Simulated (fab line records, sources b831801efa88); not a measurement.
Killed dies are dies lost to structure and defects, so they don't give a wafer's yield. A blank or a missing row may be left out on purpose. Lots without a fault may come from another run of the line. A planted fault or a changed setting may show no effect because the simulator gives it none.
Chamber matching | flow gf180mcu | GF_V5_CVD_02 on pecvd-01: 3 sister chambers
The step deposits SiO2 from TEOS, target thk 1450 nm, time 163.28 s. 14 wafers are shown with their chamber, then 7 later ones without.

WAFERS WITH THEIR CHAMBER
wafer  | chamber | heater_power_w (W) | rf_fwd_power_W (W)
L074.1 | 1       | 614                | 599.6
L074.3 | 2       | 543                | 597.3
L074.5 | 1       | 511                | 599.5
L076.3 | 2       | 513                | 596.9
L076.5 | 2       | 592                | 595.1
L076.6 | 1       | 504                | 596.7
L083.3 | 1       | 625                | 596.3
L083.4 | 2       | 510                | 599.7
L083.6 | 0       | 753                | 597.4
L088.1 | 0       | 714                | 598.8
L088.4 | 2       | 606                | 598.9
L088.5 | 0       | 610                | 597.0
L091.2 | 0       | 641                | 596.4
L091.4 | 1       | 500                | 596.3

SIGNATURES (means of the wafers above)
reading        | chamber 0 | chamber 1 | chamber 2 | scatter within a chamber
heater_power_w | 679.50    | 550.80    | 552.80    | 57.7
rf_fwd_power_W | 597.400   | 597.680   | 597.580   | 1.59
Rule: a wafer's distance from a chamber is the root of the sum, over the readings, of the square of ((its reading less the chamber's mean) divided by the reading's scatter). The wafer belongs to the nearest chamber; if the next one is less than 2 further off, it can't be placed. The scatter: the root of (the sum of the squares of (reading less its chamber's mean) over the shown wafers, divided by (wafers less chambers)).

WAFERS WITHOUT THEIR CHAMBER
wafer  | heater_power_w (W) | rf_fwd_power_W (W)
L091.5 | 511                | 597.7
L092.1 | 508                | 597.4
L092.2 | 612                | 598.8
L092.3 | 709                | 597.6
L095.2 | 561                | 596.1
L095.3 | 603                | 597.0
L095.4 | 638                | 596.8

WHICH CHAMBER EACH WENT THROUGH
wafer  | from the rows above          | in truth
L091.5 | can't be placed: 1 or 2      | 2
L092.1 | can't be placed: 1 or 2      | 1
L092.2 | can't be placed: 1 or 2 or 0 | 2
L092.3 | 0                            | 0
L095.2 | can't be placed: 2 or 1 or 0 | 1
L095.3 | can't be placed: 2 or 1 or 0 | 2
L095.4 | can't be placed: 0 or 2 or 1 | 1
Placed correctly: 1 of 7. Can't be placed from these rows: 6 (the true chamber is among the candidates in 6). Placed wrongly: 0.
